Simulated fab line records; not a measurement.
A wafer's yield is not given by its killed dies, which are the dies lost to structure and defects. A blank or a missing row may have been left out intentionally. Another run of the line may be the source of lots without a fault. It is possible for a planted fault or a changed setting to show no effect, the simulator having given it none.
Which tool is to blame? :: flow sky130 :: 12 lots, 36 wafers sampled, at 1 step of a route of 708

## WHAT EACH GAUGE READ, for each wafer
SKY_POLY_GATE_CD_MEAS_13: target cd 150 nm.
lot: L075
measured: day 16 14:26
on: cd_sem-01
cd_nm (nm): 150.9 149.4 151.8

lot: L077
measured: day 17 15:42
on: cd_sem-01
cd_nm (nm): 147.8 148.4 147.4

lot: L079
measured: day 18 12:00
on: cd_sem-02
cd_nm (nm): 146.7 145.6 147.2

lot: L081
measured: day 19 16:44
on: cd_sem-02
cd_nm (nm): 150.6 150.4 151.0

lot: L083
measured: day 19 21:33
on: cd_sem-01
cd_nm (nm): 148.7 150.2 149.5

lot: L085
measured: day 20 19:59
on: cd_sem-02
cd_nm (nm): 150.9 151.2 151.0

lot: L087
measured: day 21 10:44
on: cd_sem-02
cd_nm (nm): 149.0 147.5 149.0

lot: L089
measured: day 21 23:31
on: cd_sem-02
cd_nm (nm): 150.4 149.4 148.8

lot: L091
measured: day 22 18:09
on: cd_sem-02
cd_nm (nm): 150.3 151.2 150.3

lot: L093
measured: day 23 11:55
on: cd_sem-01
cd_nm (nm): 148.4 149.4 148.9

lot: L095
measured: day 23 21:36
on: cd_sem-01
cd_nm (nm): 150.1 150.7 150.1

lot: L097
measured: day 24 15:07
on: cd_sem-01
cd_nm (nm): 150.2 151.1 149.0

## TOOL THAT RAN EACH LOT (tool first, then ch and the chambers of the sampled wafers, then the start)
Before these readings, the record contains no process step.

## THE ANSWER, worked out from the rows above alone
Rule: the usual values come from the lots themselves. Put in order of their means at a reading, lots are off if they are a third of the lots or fewer, leave a main group of 4 or more, and stand apart from it by a gap of 3 or more times the standard deviation of the main group's means; of several such gaps the widest counts. If all means in a main group match to the digits the tables above print for the reading, that group is not used. Also off: a lot with no number at a reading for which 4 or more lots have one. Any other lot the step has rows for is counted as sound.
Across all readings shown, no lot is off: no conclusion can be drawn from this.

## WHAT THE SIMULATOR HAD PUT IN
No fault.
